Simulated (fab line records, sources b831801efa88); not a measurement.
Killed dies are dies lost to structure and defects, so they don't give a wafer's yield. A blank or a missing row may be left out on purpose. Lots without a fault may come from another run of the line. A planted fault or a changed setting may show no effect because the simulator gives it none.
Which tool did it? | flow gf180mcu | 14 lots, 42 wafers sampled, at 4 steps of a route of 602

WHAT THE GAUGES READ, wafer by wafer
GF_VT_IMPLANT_OVL_MEAS_18. Usual: VT_IMPLANT_01_OVL -0.3 nm, standard deviation 1.6.
lot  | measured     | on         | VT_IMPLANT_01_OVL (nm) | flag
L988 | day 6 12:50  | overlay-01 | 3.3 2.1 2.0            |
L989 | day 6 19:51  | overlay-02 | -4.0 -0.8 -2.6         |
L991 | day 7 08:56  | overlay-01 | -0.1 -1.0 -1.0         |
L992 | day 7 12:44  | overlay-01 | 1.5 0.0 2.0            |
L993 | day 7 17:59  | overlay-02 | 0.3 -2.3 -0.4          |
L994 | day 8 00:59  | overlay-02 | 1.0 3.0 0.6            |
L995 | day 8 10:50  | overlay-01 | -2.4 -1.7 -2.3         |
L996 | day 8 16:37  | overlay-02 | -0.3 1.8 2.2           |
L999 | day 9 09:21  | overlay-01 | -1.1 -2.0 0.2          |
L100 | day 9 17:16  | overlay-02 | 0.7 0.3 -1.0           |
L102 | day 10 03:47 | overlay-01 | -3.7 -2.0 -1.5         |
L105 | day 10 22:56 | overlay-01 | -2.0 -2.6 -2.7         |
L110 | day 12 06:50 | overlay-01 | -0.2 1.5 0.1           |
L109 | day 12 07:25 | overlay-01 | -1.3 -0.9 -2.5         |

GF_M2_OVL_MEAS_15. Usual: M2_OVL 0 nm, standard deviation 6.5.
lot  | measured     | on         | M2_OVL (nm) | flag
L988 | day 19 11:47 | overlay-01 | 1 -4 4      |
L989 | day 20 00:00 | overlay-01 | -6 -3 -4    |
L991 | day 20 19:10 | overlay-01 | 3 1 4       |
L992 | day 21 05:39 | overlay-01 | -3 7 7      |
L993 | day 21 10:30 | overlay-01 | -4 -2 -2    |
L994 | day 21 21:06 | overlay-02 | -16 -12 -12 |
L995 | day 22 10:03 | overlay-01 | -3 -1 -6    |
L996 | day 22 18:33 | overlay-02 | -1 2 -7     |
L999 | day 23 18:04 | overlay-02 | 7 8 8       |
L100 | day 24 01:41 | overlay-02 | 1 3 6       |
L102 | day 24 12:04 | overlay-02 | 2 -2 0      |
L105 | day 25 19:08 | overlay-01 | -4 0 -5     |
L110 | day 26 21:42 | overlay-02 | 3 3 -2      |
L109 | day 27 01:24 | overlay-01 | 13 16 16    |

WHICH TOOL RAN EACH LOT (tool, then ch and the chambers of the sampled wafers, then the start)
lot  | GF_MVSD_EXPOSE_04                  | GF_V1_CVD_23
L988 | iline_stepper-02 ch 0, day 4 10:45 | cvd_w-01 ch 0,1, day 18 10:10
L989 | iline_stepper-01 ch 0, day 4 17:16 | cvd_w-01 ch 0,1, day 18 22:56
L991 | iline_stepper-02 ch 0, day 5 04:08 | cvd_w-01 ch 0,1, day 19 18:23
L992 | iline_stepper-02 ch 0, day 5 08:05 | cvd_w-01 ch 0,1, day 20 04:49
L993 | iline_stepper-02 ch 0, day 5 14:03 | cvd_w-02 ch 0,1, day 20 09:37
L994 | iline_stepper-02 ch 0, day 5 19:20 | cvd_w-02 ch 0,1, day 20 20:26
L995 | iline_stepper-01 ch 0, day 6 03:46 | cvd_w-02 ch 0,1, day 21 09:55
L996 | iline_stepper-02 ch 0, day 6 08:45 | cvd_w-02 ch 0,1, day 21 18:18
L999 | iline_stepper-01 ch 0, day 6 23:41 | cvd_w-01 ch 0,1, day 22 18:50
L100 | iline_stepper-02 ch 0, day 7 06:51 | cvd_w-02 ch 0,1, day 23 02:23
L102 | iline_stepper-02 ch 0, day 7 17:10 | cvd_w-02 ch 0,1, day 23 13:22
L105 | iline_stepper-01 ch 0, day 8 10:05 | cvd_w-02 ch 0,1, day 24 21:15
L110 | iline_stepper-01 ch 0, day 9 14:49 | cvd_w-02 ch 0,1, day 26 00:48
L109 | iline_stepper-01 ch 0, day 9 14:56 | cvd_w-01 ch 0,1, day 26 04:30
- GF_MVSD_EXPOSE_04: exposes mask MVSD, target cd 1000 nm.
- GF_V1_CVD_23: deposits W, target thk 350 nm, time 105.05 s.

WHAT THE TOOLS THEMSELVES READ (means of the sampled wafers that have a number; where no wafer has one, the mark that the record gives instead)
GF_MVSD_EXPOSE_04. Usual: exposure_dose_mJ_cm2 260.02, standard deviation 0.28.
lot  | tool             | exposure_dose_mJ_cm2 | flag
L988 | iline_stepper-02 | 259.92               |
L989 | iline_stepper-01 | 260.43               |
L991 | iline_stepper-02 | 259.91               |
L992 | iline_stepper-02 | 259.96               |
L993 | iline_stepper-02 | 259.69               |
L994 | iline_stepper-02 | 280.28               | OFF
L995 | iline_stepper-01 | 259.59               |
L996 | iline_stepper-02 | 280.05               | OFF
L999 | iline_stepper-01 | 260.08               |
L100 | iline_stepper-02 | 279.70               | OFF
L102 | iline_stepper-02 | 279.99               | OFF
L105 | iline_stepper-01 | 260.24               |
L110 | iline_stepper-01 | 260.34               |
L109 | iline_stepper-01 | 259.93               |

GF_V1_CVD_23. Usual: chamber_pressure_Torr 40.02 Torr, standard deviation 0.085; heater_power_w 842 W, standard deviation 95; susceptor_temp_C 399.95 C, standard deviation 0.21.
lot  | tool     | chamber_pressure_Torr (Torr) | heater_power_w (W) | susceptor_temp_C (C) | flag
L988 | cvd_w-01 | 39.96                        | 823                | 400.03               |
L989 | cvd_w-01 | 40.15                        | 829                | 399.94               |
L991 | cvd_w-01 | 40.03                        | 814                | 400.04               |
L992 | cvd_w-01 | 39.88                        | 810                | 400.11               |
L993 | cvd_w-02 | 39.99                        | 815                | 400.06               |
L994 | cvd_w-02 | 39.98                        | 809                | 399.88               |
L995 | cvd_w-02 | 39.97                        | 896                | 400.21               |
L996 | cvd_w-02 | 39.91                        | 905                | 399.98               |
L999 | cvd_w-01 | 40.02                        | 836                | 399.65               |
L100 | cvd_w-02 | 40.06                        | 816                | 399.86               |
L102 | cvd_w-02 | 40.06                        | 906                | 399.95               |
L105 | cvd_w-02 | 40.07                        | 915                | 399.93               |
L110 | cvd_w-02 | 40.10                        | 816                | 399.97               |
L109 | cvd_w-01 | 40.05                        | 821                | 400.03               |

THE ANSWER, worked out from the rows above alone
Rule: a lot is off if the mean of its wafers that have a number lies more than 3 standard deviations from the usual mean. A lot without any number at a reading at which 4 lots or more have one is off too. The other lots that the step has rows for count as sound. The gauges are gone through in route order, then the tools' own readings, and for those a lot's mean is taken as printed above. The first step at which some lot is off is used, and at that step the reading that is off furthest; a lot without a number counts as furthest.
Off: L994, L996, L100, L102, at GF_MVSD_EXPOSE_04 (exposure_dose_mJ_cm2).
A tool fits if, at that step or a process step before it, it ran every lot that is off, and no sound lot after the first of them. One fits: iline_stepper-02 at GF_MVSD_EXPOSE_04. Its last sound lot is L993 (day 5 14:03), its first lot that is off L994 (day 5 19:20): a fault that began between those two fits.
The tool's own readings at GF_MVSD_EXPOSE_04 bear it out: on the lots that are off they differ by more than 5 times the standard deviation of the sound lots' means. exposure_dose_mJ_cm2 reads 280.00 there against 260.01 on the sound lots.

WHAT THE SIMULATOR HAD PUT IN
Process parameter drift: iline_stepper-02, from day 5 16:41 on, at GF_MVSD_EXPOSE_04. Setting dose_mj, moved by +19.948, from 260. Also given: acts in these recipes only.
Lots struck among those shown: L994, L996, L100, L102. The rule above found the same.
